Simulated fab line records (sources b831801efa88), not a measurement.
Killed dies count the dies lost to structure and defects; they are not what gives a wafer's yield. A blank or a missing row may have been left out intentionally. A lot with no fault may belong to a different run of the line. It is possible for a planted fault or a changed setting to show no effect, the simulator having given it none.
fab line records | flow sky130
record: lots: 15 | wafers: 45 | last_day: 50
route steps=708 shown VT_ADJUST_HVTP@93 VT_ADJUST_NCORE@121 VT_ADJUST_HVTR@142 VT_ADJUST_PCH@153
lots with no fault: from the same line, run without faults
start_h: the number of hours between the record's first day and the start of the first shown wafer of the lot | wait_h: how many hours have passed since the lot's step before this one | " same as the row above | L1.1+2: a single row standing in for several wafers | - either no value or no given start | * or withheld: withheld | < > ~ a bound
route shown NAME@n: names a module that has steps shown in the file, with the first one's number in the route | usual: mean/standard deviation taken from wafers without a fault | same: alike in all rows | chamber/n: place in a boat | sites: the reading at each site | _std_site: the values' standard deviation | _edge_site: mean of outer sites minus mean of inner sites | radius_mm: for every site, how far away it sits from the centre of the wafer | mask NAME#n: copy n | behind: the most recent tool/chamber to have shaped the wafer | hold: why the lot was held/for how many hours/how that ended | device: transistor that didn't switch, given as n, p or np | end of line: the route-end tests of the same wafers | for a step that has no rows: nothing shown but its recipe | killed: dies lost to structure and defects at the first sort, not the wafer's yield | map: shows each die of a wafer: x if killed, . if not, _ if none is there
set.NAME: the setting that was run; set.NAME@STEP: the one run at that earlier step | model.NAME: the simulator's own value behind a step, which no gauge read
a sample of lots followed through the steps of the route, with each step as a table and each wafer as a row
services: from which hour (start_h, from the record's first day; less than 0 if before it) a tool's chamber was out of use, for how many hours, and why
== steps ==
step: SKY_VT_ADJUST_HVTP_OVL_MEAS_08
usual: VT_ADJUST_HVTP_OVL: -1.2/1.6
lot.wafer | tool       | chamber | start_h | wait_h | VT_ADJUST_HVTP_OVL[nm]
L804.1    | overlay-01 | -       | 126.12  | 0.1    | -6.8
L804.4    | "          | -       | "       | "      | -4.0
L804.6    | "          | -       | "       | "      | -5.2
L805.1    | overlay-02 | -       | 132.44  | 0.1    | -2.2
L805.5    | "          | -       | "       | "      | 0.5
L805.6    | "          | -       | "       | "      | 0.7
L806.2    | overlay-02 | -       | 142.64  | 0.1    | -2.7
L806.3    | "          | -       | "       | "      | -0.2
L806.5    | "          | -       | "       | "      | -2.2
L807.1    | overlay-02 | -       | 154.07  | 0.1    | 0.6
L807.4    | "          | -       | "       | "      | 0.9
L807.5    | "          | -       | "       | "      | 3.0
L810.1    | overlay-01 | -       | 166.27  | 0.1    | -0.7
L810.3    | "          | -       | "       | "      | -0.5
L810.5    | "          | -       | "       | "      | -0.5
L811.3    | overlay-02 | -       | 180.23  | 0.1    | -2.6
L811.4    | "          | -       | "       | "      | -0.5
L811.6    | "          | -       | "       | "      | 0.0
L812.1    | overlay-02 | -       | 180.84  | 0.1    | -3.2
L812.2    | "          | -       | "       | "      | -2.9
L812.3    | "          | -       | "       | "      | -2.9
L813.1    | overlay-02 | -       | 184.52  | 0.1    | -3.2
L813.4    | "          | -       | "       | "      | -2.8
L813.6    | "          | -       | "       | "      | -2.5
L816.2    | overlay-01 | -       | 202.74  | 0.1    | -1.4
L816.4    | "          | -       | "       | "      | -1.4
L816.6    | "          | -       | "       | "      | -2.5
L820.1    | overlay-02 | -       | 239.44  | 0.1    | -1.9
L820.2    | "          | -       | "       | "      | -2.5
L820.4    | "          | -       | "       | "      | -0.4
L821.3    | overlay-01 | -       | 244.10  | 0.1    | 0.0
L821.5    | "          | -       | "       | "      | 0.7
L821.6    | "          | -       | "       | "      | -0.7
L822.2    | overlay-01 | -       | 244.39  | 0.1    | -0.5
L822.3    | "          | -       | "       | "      | 0.1
L822.5    | "          | -       | "       | "      | -0.5
L823.3    | overlay-01 | -       | 251.18  | 0.1    | -3.2
L823.4    | "          | -       | "       | "      | -3.5
L823.6    | "          | -       | "       | "      | -1.7
L824.1    | overlay-02 | -       | 258.56  | 0.1    | 0.5
L824.4    | "          | -       | "       | "      | -1.5
L824.6    | "          | -       | "       | "      | -1.6
L826.1    | overlay-01 | -       | 275.14  | 0.1    | 0.2
L826.2    | "          | -       | "       | "      | -0.7
L826.4    | "          | -       | "       | "      | -2.4
step: SKY_VT_ADJUST_HVTP_STRIP_10
recipe: chemistry: O2/N2 | power_w: 1400 | pressure_mtorr: 1500 | platen_temp_c: withheld | o2_flow_sccm: 3000 | n2_flow_sccm: 300 | overash_fraction: 0.5
usual: chamber_pressure_mTorr: 1499.9/1.4 | drypump_motor_current_A: 5.5/0.43 | n2_flow_sccm: 300.0/0.96 | oes_product_au: 0.716/0.0046 | strip_time_to_endpoint_s: 14.18/0.037
lot.wafer | tool            | chamber | start_h | wait_h | chamber_pressure_mTorr | drypump_motor_current_A | n2_flow_sccm | oes_product_au | rf_hours_counter_h | strip_time_to_endpoint_s
L804.1    | plasma_asher-03 | 0       | 126.30  | 0.1    | 1497.8                 | 5.7                     | 302.1        | 0.720          | 32                 | 14.22
L804.4    | "               | 0       | "       | "      | 1501.1                 | 5.7                     | 300.4        | 0.712          | -                  | 14.23
L804.6    | "               | 0       | "       | "      | 1496.6                 | 5.6                     | 299.9        | 0.712          | -                  | 14.19
L805.1    | plasma_asher-03 | 1       | 132.62  | 0.1    | 1500.1                 | 6.2                     | 299.3        | 0.710          | 33                 | 14.18
L805.5    | "               | 1       | "       | "      | 1500.3                 | 6.2                     | 300.1        | 0.716          | -                  | 14.21
L805.6    | "               | 0       | "       | "      | 1497.7                 | 5.7                     | 297.9        | 0.713          | -                  | 14.22
L806.2    | plasma_asher-01 | 1       | 142.82  | 0.1    | 1499.9                 | 5.6                     | 298.8        | 0.713          | 2                  | 14.23
L806.3    | "               | 1       | "       | "      | 1501.3                 | 5.6                     | 298.5        | 0.719          | -                  | 14.24
L806.5    | "               | 0       | "       | "      | 1501.3                 | 5.8                     | 299.6        | 0.715          | -                  | 14.25
L807.1    | plasma_asher-02 | 1       | 154.25  | 0.1    | 1501.3                 | 5.0                     | 300.1        | 0.719          | 43                 | 14.19
L807.4    | "               | 1       | "       | "      | 1499.5                 | 5.0                     | 301.3        | 0.714          | -                  | 14.17
L807.5    | "               | 1       | "       | "      | 1500.0                 | 5.0                     | 300.8        | 0.714          | -                  | 14.17
L810.1    | plasma_asher-01 | 1       | 166.45  | 0.1    | 1501.6                 | 5.6                     | 299.6        | 0.723          | 5                  | 14.22
L810.3    | "               | 1       | "       | "      | 1498.2                 | 5.6                     | 298.9        | 0.719          | -                  | 14.24
L810.5    | "               | 0       | "       | "      | 1499.0                 | 5.8                     | 300.5        | 0.720          | -                  | 14.21
L811.3    | plasma_asher-02 | 1       | 180.44  | 0.1    | 1498.8                 | 5.0                     | 300.2        | 0.716          | -                  | 14.14
L811.4    | "               | 0       | "       | "      | 1498.3                 | 5.2                     | 299.9        | 0.709          | -                  | 14.16
L811.6    | "               | 0       | "       | "      | 1500.3                 | 5.2                     | 299.0        | 0.713          | -                  | 14.11
L812.1    | plasma_asher-02 | 0       | 181.09  | 0.1    | 1501.3                 | 5.2                     | 300.5        | 0.717          | 45                 | 14.23
L812.2    | "               | 1       | "       | "      | 1498.5                 | 5.0                     | 299.9        | 0.716          | 45                 | 14.20
L812.3    | "               | 0       | "       | "      | 1495.9                 | 5.2                     | 300.0        | 0.714          | -                  | 14.16
L813.1    | plasma_asher-03 | 0       | 184.70  | 0.1    | 1496.9                 | 5.7                     | 299.4        | 0.708          | 38                 | 14.15
L813.4    | "               | 1       | "       | "      | 1501.6                 | 6.2                     | 300.4        | 0.717          | -                  | 14.16
L813.6    | "               | 1       | "       | "      | 1501.0                 | 6.2                     | 300.5        | 0.716          | -                  | 14.15
L816.2    | plasma_asher-02 | 0       | 202.92  | 0.1    | 1501.6                 | 5.2                     | 300.1        | 0.714          | 48                 | 14.17
L816.4    | "               | 1       | "       | "      | 1501.9                 | 4.9                     | 299.6        | 0.715          | -                  | 14.13
L816.6    | "               | 0       | "       | "      | 1501.0                 | 5.2                     | 300.9        | 0.718          | -                  | 14.20
L820.1    | plasma_asher-01 | 1       | 239.62  | 0.1    | 1498.3                 | 5.6                     | 299.7        | 0.707          | 12                 | 14.11
L820.2    | "               | 0       | "       | "      | 1502.0                 | 5.8                     | 300.4        | 0.716          | 12                 | 14.15
L820.4    | "               | 0       | "       | "      | 1500.2                 | 5.8                     | 301.6        | 0.723          | -                  | 14.15
L821.3    | plasma_asher-01 | 0       | 244.31  | 0.1    | 1500.8                 | 5.8                     | 300.2        | 0.715          | -                  | 14.14
L821.5    | "               | 1       | "       | "      | 1502.7                 | 5.7                     | 301.0        | 0.716          | -                  | 14.16
L821.6    | "               | 0       | "       | "      | 1500.0                 | 5.8                     | 297.9        | 0.714          | -                  | 14.15
L822.2    | plasma_asher-02 | 0       | 244.57  | 0.1    | 1502.4                 | 5.2                     | 300.7        | 0.715          | 51                 | 14.18
L822.3    | "               | 1       | "       | "      | 1498.8                 | 5.0                     | 299.8        | 0.710          | -                  | 14.17
L822.5    | "               | 0       | "       | "      | 1500.9                 | 5.2                     | 300.5        | 0.712          | -                  | 14.13
L823.3    | plasma_asher-02 | 1       | 251.38  | 0.1    | 1502.3                 | 5.0                     | 300.2        | 0.724          | -                  | 14.21
L823.4    | "               | 0       | "       | "      | 1501.1                 | 5.2                     | 301.0        | 0.717          | -                  | 14.20
L823.6    | "               | 1       | "       | "      | 1497.7                 | 5.0                     | 300.6        | 0.710          | -                  | 14.18
L824.1    | plasma_asher-03 | 1       | 258.75  | 0.1    | 1498.1                 | 6.2                     | 297.9        | 0.721          | 45                 | 14.22
L824.4    | "               | 1       | "       | "      | 1498.9                 | 6.2                     | 299.9        | 0.722          | -                  | 14.23
L824.6    | "               | 0       | "       | "      | 1498.0                 | 5.6                     | 300.8        | 0.715          | -                  | 14.22
L826.1    | plasma_asher-03 | 0       | 275.32  | 0.1    | 1500.4                 | 5.6                     | 300.4        | 0.713          | 46                 | 14.17
L826.2    | "               | 1       | "       | "      | 1501.6                 | 6.2                     | 299.5        | 0.721          | 46                 | 14.17
L826.4    | "               | 0       | "       | "      | 1501.8                 | 5.7                     | 300.5        | 0.717          | -                  | 14.19
step: SKY_VT_ADJUST_HVTP_TW_MEAS_11
usual: VT_ADJUST_HVTP_TW: 1354/6.1
lot.wafer | tool          | chamber | start_h | wait_h | VT_ADJUST_HVTP_TW
L804.1    | film_metro-01 | -       | 126.40  | 0.1    | 1364
L804.4    | "             | -       | "       | "      | 1361
L804.6    | "             | -       | "       | "      | 1364
L805.1    | film_metro-01 | -       | 132.72  | 0.1    | 1361
L805.5    | "             | -       | "       | "      | 1369
L805.6    | "             | -       | "       | "      | 1363
L806.2    | film_metro-02 | -       | 142.93  | 0.1    | 1343
L806.3    | "             | -       | "       | "      | 1342
L806.5    | "             | -       | "       | "      | 1339
L807.1    | film_metro-01 | -       | 154.35  | 0.1    | 1357
L807.4    | "             | -       | "       | "      | 1359
L807.5    | "             | -       | "       | "      | 1350
L810.1    | film_metro-03 | -       | 166.55  | 0.1    | 1348
L810.3    | "             | -       | "       | "      | 1351
L810.5    | "             | -       | "       | "      | 1359
L811.3    | film_metro-02 | -       | 180.53  | 0.1    | 1355
L811.4    | "             | -       | "       | "      | 1345
L811.6    | "             | -       | "       | "      | 1347
L812.1    | film_metro-03 | -       | 181.19  | 0.1    | 1356
L812.2    | "             | -       | "       | "      | 1362
L812.3    | "             | -       | "       | "      | 1353
L813.1    | film_metro-02 | -       | 184.80  | 0.1    | 1347
L813.4    | "             | -       | "       | "      | 1348
L813.6    | "             | -       | "       | "      | 1340
L816.2    | film_metro-03 | -       | 203.03  | 0.1    | 1350
L816.4    | "             | -       | "       | "      | 1347
L816.6    | "             | -       | "       | "      | 1350
L820.1    | film_metro-02 | -       | 239.72  | 0.1    | 1348
L820.2    | "             | -       | "       | "      | 1351
L820.4    | "             | -       | "       | "      | 1357
L821.3    | film_metro-03 | -       | 244.39  | 0.1    | 1346
L821.5    | "             | -       | "       | "      | 1356
L821.6    | "             | -       | "       | "      | 1349
L822.2    | film_metro-03 | -       | 244.68  | 0.1    | 1350
L822.3    | "             | -       | "       | "      | 1357
L822.5    | "             | -       | "       | "      | 1356
L823.3    | film_metro-02 | -       | 251.47  | 0.1    | 1356
L823.4    | "             | -       | "       | "      | 1351
L823.6    | "             | -       | "       | "      | 1358
L824.1    | film_metro-01 | -       | 258.85  | 0.1    | 1361
L824.4    | "             | -       | "       | "      | 1359
L824.6    | "             | -       | "       | "      | 1366
L826.1    | film_metro-02 | -       | 275.42  | 0.1    | 1365
L826.2    | "             | -       | "       | "      | 1363
L826.4    | "             | -       | "       | "      | 1357
step: SKY_VT_ADJUST_NCORE_COAT_02
recipe: resist: NOVOLAK | spin_rpm: 3000 | resist_thk_nm: 1140
usual: chill_plate_temp_C: 22.98/0.099 | dispense_pressure_kPa: 48/4 | spin_speed_rpm: 2999.8/2.1
lot.wafer | tool           | chamber | start_h | wait_h | chill_plate_temp_C | dispense_pressure_kPa | spin_speed_rpm
L804.1    | litho_track-01 | 0       | 173.29  | 0.1    | 23.05              | 43                    | 2998.6
L804.4    | "              | 0       | "       | "      | 23.18              | 43                    | 2997.0
L804.6    | "              | 0       | "       | "      | 23.06              | 43                    | 3000.5
L805.1    | litho_track-01 | 0       | 186.14  | 0.1    | 22.90              | 43                    | 3003.2
L805.5    | "              | 0       | "       | "      | 23.03              | 43                    | 3000.5
L805.6    | "              | 0       | "       | "      | 22.98              | 43                    | 2999.0
L806.2    | litho_track-01 | 0       | 193.61  | 0.1    | 22.79              | 43                    | 2996.4
L806.3    | "              | 0       | "       | "      | 23.00              | 43                    | 2995.3
L806.5    | "              | 0       | "       | "      | 22.87              | 43                    | 3003.7
L807.1    | litho_track-02 | 0       | 206.65  | 0.1    | 22.96              | 51                    | 3003.8
L807.4    | "              | 0       | "       | "      | 23.20              | 51                    | 2997.3
L807.5    | "              | 0       | "       | "      | 23.13              | 51                    | 3003.0
L810.1    | litho_track-02 | 0       | 221.75  | 0.1    | 22.91              | 51                    | 2998.6
L810.3    | "              | 0       | "       | "      | 23.06              | 51                    | 3000.1
L810.5    | "              | 0       | "       | "      | 23.08              | 51                    | 3001.1
L811.3    | litho_track-01 | 0       | 235.99  | 0.1    | 23.04              | 43                    | 2997.2
L811.4    | "              | 0       | "       | "      | 23.01              | 43                    | 2997.7
L811.6    | "              | 0       | "       | "      | 23.13              | 43                    | 2999.2
L812.1    | litho_track-01 | 0       | 236.54  | 0.1    | 22.93              | 43                    | 3000.6
L812.2    | "              | 0       | "       | "      | 22.90              | 43                    | 3003.4
L812.3    | "              | 0       | "       | "      | 22.77              | 43                    | 3000.9
L813.1    | litho_track-03 | 0       | 240.87  | 0.1    | 23.20              | 51                    | 2999.0
L813.4    | "              | 0       | "       | "      | 23.11              | 51                    | 3000.0
L813.6    | "              | 0       | "       | "      | 23.17              | 51                    | 3000.7
L816.2    | litho_track-02 | 0       | 259.92  | 0.1    | 22.94              | 51                    | 2998.1
L816.4    | "              | 0       | "       | "      | 22.75              | 51                    | 3001.1
L816.6    | "              | 0       | "       | "      | 22.86              | 51                    | 3002.0
L820.1    | litho_track-01 | 0       | 300.94  | 0.1    | 23.04              | 43                    | 2999.5
L820.2    | "              | 0       | "       | "      | 22.93              | 43                    | 3000.5
L820.4    | "              | 0       | "       | "      | 22.98              | 43                    | 2997.4
L821.3    | litho_track-03 | 0       | 305.27  | 0.1    | 23.04              | 51                    | 2999.1
L821.5    | "              | 0       | "       | "      | 23.09              | 51                    | 3000.4
L821.6    | "              | 0       | "       | "      | 23.05              | 51                    | 2997.4
L822.2    | litho_track-01 | -       | 305.36  | 0.1    | -                  | -                     | -
L822.3    | "              | -       | "       | "      | -                  | -                     | -
L822.5    | "              | -       | "       | "      | -                  | -                     | -
L823.3    | litho_track-01 | -       | 313.24  | 0.1    | -                  | -                     | -
L823.4    | "              | -       | "       | "      | -                  | -                     | -
L823.6    | "              | -       | "       | "      | -                  | -                     | -
L824.1    | litho_track-01 | -       | 321.04  | 0.1    | -                  | -                     | -
L824.4    | "              | -       | "       | "      | -                  | -                     | -
L824.6    | "              | -       | "       | "      | -                  | -                     | -
L826.1    | litho_track-02 | 0       | 338.84  | 0.1    | 22.91              | 51                    | 2999.1
L826.2    | "              | 0       | "       | "      | 23.00              | 51                    | 2999.1
L826.4    | "              | 0       | "       | "      | 22.75              | 51                    | 3001.4
step: SKY_VT_ADJUST_NCORE_CD_MEAS_07
recipe: target_cd_nm: 380
usual: cd_nm: 379.4/2.6
lot.wafer | tool      | chamber | start_h | wait_h | cd_nm
L804.1    | cd_sem-02 | -       | 183.17  | 0.1    | 379.1
L804.4    | "         | -       | "       | "      | 378.0
L804.6    | "         | -       | "       | "      | 379.0
L805.1    | cd_sem-01 | -       | 197.70  | 0.1    | 381.4
L805.5    | "         | -       | "       | "      | 384.8
L805.6    | "         | -       | "       | "      | 385.3
L806.2    | cd_sem-02 | -       | 204.19  | 0.1    | 382.0
L806.3    | "         | -       | "       | "      | 380.4
L806.5    | "         | -       | "       | "      | 380.2
L807.1    | cd_sem-01 | -       | 218.30  | 0.1    | 379.7
L807.4    | "         | -       | "       | "      | 380.7
L807.5    | "         | -       | "       | "      | 378.4
L810.1    | cd_sem-01 | -       | 233.02  | 0.1    | 373.2
L810.3    | "         | -       | "       | "      | 374.0
L810.5    | "         | -       | "       | "      | 374.1
L811.3    | cd_sem-01 | -       | 247.68  | 0.1    | 380.2
L811.4    | "         | -       | "       | "      | 378.0
L811.6    | "         | -       | "       | "      | 381.7
L812.1    | cd_sem-02 | -       | 248.49  | 0.1    | 378.5
L812.2    | "         | -       | "       | "      | 378.3
L812.3    | "         | -       | "       | "      | 376.5
L813.1    | cd_sem-01 | -       | 252.74  | 0.1    | 375.1
L813.4    | "         | -       | "       | "      | 380.1
L813.6    | "         | -       | "       | "      | 376.2
L816.2    | cd_sem-02 | -       | 272.36  | 0.1    | 378.5
L816.4    | "         | -       | "       | "      | 380.5
L816.6    | "         | -       | "       | "      | 376.0
L820.1    | cd_sem-02 | -       | 314.04  | 0.1    | 378.4
L820.2    | "         | -       | "       | "      | 378.1
L820.4    | "         | -       | "       | "      | 377.1
L821.3    | cd_sem-02 | -       | 318.26  | 0.1    | 376.7
L821.5    | "         | -       | "       | "      | 379.6
L821.6    | "         | -       | "       | "      | 377.0
L822.2    | cd_sem-01 | -       | 318.54  | 0.1    | -
L822.3    | "         | -       | "       | "      | -
L822.5    | "         | -       | "       | "      | -
L823.3    | cd_sem-01 | -       | 326.13  | 0.1    | -
L823.4    | "         | -       | "       | "      | -
L823.6    | "         | -       | "       | "      | -
L824.1    | cd_sem-01 | -       | 334.72  | 0.1    | -
L824.4    | "         | -       | "       | "      | -
L824.6    | "         | -       | "       | "      | -
L826.1    | cd_sem-01 | -       | 352.47  | 0.1    | 380.9
L826.2    | "         | -       | "       | "      | 381.3
L826.4    | "         | -       | "       | "      | 381.3
step: SKY_VT_ADJUST_HVTR_TW_MEAS_11
usual: VT_ADJUST_HVTR_TW: 212.1/2.5
lot.wafer | tool          | chamber | start_h | wait_h | VT_ADJUST_HVTR_TW
L804.1    | film_metro-03 | -       | 204.91  | 0.1    | 209.6
L804.4    | "             | -       | "       | "      | 210.0
L804.6    | "             | -       | "       | "      | 210.8
L805.1    | film_metro-01 | -       | 220.01  | 0.1    | 212.8
L805.5    | "             | -       | "       | "      | 212.1
L805.6    | "             | -       | "       | "      | 212.4
L806.2    | film_metro-03 | -       | 227.20  | 0.1    | 209.1
L806.3    | "             | -       | "       | "      | 207.7
L806.5    | "             | -       | "       | "      | 208.5
L807.1    | film_metro-04 | -       | 242.09  | 0.1    | 214.8
L807.4    | "             | -       | "       | "      | 214.1
L807.5    | "             | -       | "       | "      | 215.6
L810.1    | film_metro-01 | -       | 256.62  | 0.1    | 212.6
L810.3    | "             | -       | "       | "      | 213.0
L810.5    | "             | -       | "       | "      | 211.8
L811.3    | film_metro-03 | -       | 272.74  | 0.1    | 208.5
L811.4    | "             | -       | "       | "      | 208.3
L811.6    | "             | -       | "       | "      | 208.7
L812.1    | film_metro-04 | -       | 273.59  | 0.1    | 216.0
L812.2    | "             | -       | "       | "      | 214.7
L812.3    | "             | -       | "       | "      | 216.8
L813.1    | film_metro-04 | -       | 277.41  | 0.1    | 215.7
L813.4    | "             | -       | "       | "      | 215.2
L813.6    | "             | -       | "       | "      | 214.7
L816.2    | film_metro-01 | -       | 297.37  | 0.1    | 210.7
L816.4    | "             | -       | "       | "      | 210.9
L816.6    | "             | -       | "       | "      | 211.0
L820.1    | film_metro-04 | -       | 341.47  | 0.1    | 214.6
L820.2    | "             | -       | "       | "      | 215.6
L820.4    | "             | -       | "       | "      | 214.7
L821.3    | film_metro-03 | -       | 345.84  | 0.1    | 210.1
L821.5    | "             | -       | "       | "      | 210.5
L821.6    | "             | -       | "       | "      | 210.1
L822.2    | film_metro-04 | -       | 346.42  | 0.1    | 267.9
L822.3    | "             | -       | "       | "      | 267.5
L822.5    | "             | -       | "       | "      | 267.7
L823.3    | film_metro-03 | -       | 353.76  | 0.1    | 260.4
L823.4    | "             | -       | "       | "      | 260.2
L823.6    | "             | -       | "       | "      | 260.6
L824.1    | film_metro-01 | -       | 362.89  | 0.1    | 264.7
L824.4    | "             | -       | "       | "      | 264.9
L824.6    | "             | -       | "       | "      | 264.6
L826.1    | film_metro-03 | -       | 380.47  | 0.1    | 209.2
L826.2    | "             | -       | "       | "      | 210.2
L826.4    | "             | -       | "       | "      | 210.2
step: SKY_VT_ADJUST_PCH_TW_MEAS_10
usual: VT_ADJUST_PCH_TW: 142.5/1.1
lot.wafer | tool          | chamber | start_h | wait_h | VT_ADJUST_PCH_TW
L804.1    | film_metro-02 | -       | 227.23  | 0.1    | 142.0
L804.4    | "             | -       | "       | "      | 142.0
L804.6    | "             | -       | "       | "      | 141.8
L805.1    | film_metro-02 | -       | 243.49  | 0.1    | 143.0
L805.5    | "             | -       | "       | "      | 142.4
L805.6    | "             | -       | "       | "      | 142.2
L806.2    | film_metro-01 | -       | 250.00  | 0.1    | 143.0
L806.3    | "             | -       | "       | "      | 143.4
L806.5    | "             | -       | "       | "      | 142.7
L807.1    | film_metro-01 | -       | 265.73  | 0.1    | 143.4
L807.4    | "             | -       | "       | "      | 143.6
L807.5    | "             | -       | "       | "      | 143.5
L810.1    | film_metro-02 | -       | 281.90  | 0.1    | 142.8
L810.3    | "             | -       | "       | "      | 143.0
L810.5    | "             | -       | "       | "      | 142.6
L811.3    | film_metro-02 | -       | 296.62  | 0.1    | 141.6
L811.4    | "             | -       | "       | "      | 141.7
L811.6    | "             | -       | "       | "      | 141.7
L812.1    | film_metro-02 | -       | 298.24  | 0.1    | 142.1
L812.2    | "             | -       | "       | "      | 141.9
L812.3    | "             | -       | "       | "      | 142.3
L813.1    | film_metro-01 | -       | 302.92  | 0.1    | 142.5
L813.4    | "             | -       | "       | "      | 142.6
L813.6    | "             | -       | "       | "      | 142.7
L816.2    | film_metro-03 | -       | 322.64  | 0.1    | 141.6
L816.4    | "             | -       | "       | "      | 142.1
L816.6    | "             | -       | "       | "      | 142.1
L820.1    | film_metro-02 | -       | 369.39  | 0.1    | 140.8
L820.2    | "             | -       | "       | "      | 141.7
L820.4    | "             | -       | "       | "      | 141.8
L821.3    | film_metro-02 | -       | 374.36  | 0.1    | 142.0
L821.5    | "             | -       | "       | "      | 141.8
L821.6    | "             | -       | "       | "      | 141.5
L822.2    | film_metro-01 | -       | 375.24  | 0.1    | 232.9
L822.3    | "             | -       | "       | "      | 233.0
L822.5    | "             | -       | "       | "      | 232.7
L823.3    | film_metro-01 | -       | 381.21  | 0.1    | 233.7
L823.4    | "             | -       | "       | "      | 233.0
L823.6    | "             | -       | "       | "      | 232.7
L824.1    | film_metro-01 | -       | 391.35  | 0.1    | 233.3
L824.4    | "             | -       | "       | "      | 234.7
L824.6    | "             | -       | "       | "      | 234.2
L826.1    | film_metro-02 | -       | 408.89  | 0.1    | 141.1
L826.2    | "             | -       | "       | "      | 141.0
L826.4    | "             | -       | "       | "      | 140.6
== services ==
tool            | chamber | start_h | hours | kind
plasma_asher-01 | -       | 108.75  | 9.0   | pm
plasma_asher-01 | 0       | 108.75  | 9.0   | vent_cycle
plasma_asher-01 | 1       | 108.75  | 9.0   | vent_cycle
plasma_asher-01 | 0       | 117.75  | -     | clean
plasma_asher-01 | 1       | 117.75  | -     | clean
plasma_asher-01 | -       | 168.07  | 0.9   | repair
plasma_asher-01 | -       | 274.47  | 25.6  | pm
== key ==
first_sign: step: SKY_VT_ADJUST_NCORE_COAT_02 | reading: tool_record | direction: missing
effect: step: SKY_VT_ADJUST_NCORE_CD_MEAS_07 | reading: cd_nm | direction: missing
effect: step: SKY_VT_ADJUST_HVTR_TW_MEAS_11 | reading: VT_ADJUST_HVTR_TW | direction: up | sigmas: 21 | usual: 212.1 | struck: 264.3
effect: step: SKY_VT_ADJUST_PCH_TW_MEAS_10 | reading: VT_ADJUST_PCH_TW | direction: up | sigmas: 83 | usual: 142.5 | struck: 233.4
met_at SKY_VT_ADJUST_NCORE_COAT_02
struck_lots L822,L823,L824
sort_left_out L822.2,L822.3,L822.5,L823.3,L823.4,L823.6,L824.1,L824.4,L824.6
tester_left_out L822,L823,L824
not_acting_at SKY_VT_ADJUST_HVTP_OVL_MEAS_08,SKY_VT_ADJUST_HVTP_STRIP_10,SKY_VT_ADJUST_HVTP_TW_MEAS_11
onset_between 300.94 305.36
fault: kind: skipped_step_whole | tool: litho_track-01 | chamber: - | onset_h: 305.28 | steps: SKY_VT_ADJUST_NCORE_COAT_02 | scope: struck_lots_only
tester_left_out: of these lots the tester's yield and bins aren't shown, on N5 and GAA mostly nor the transistor test; their killed dies are dies lost to structure and defects alone, not to doping, threshold or leakage, so they don't give the yield
sort_left_out: the simulated sort isn't trusted on such a fault, so these wafers' sort isn't shown, and their yield isn't known
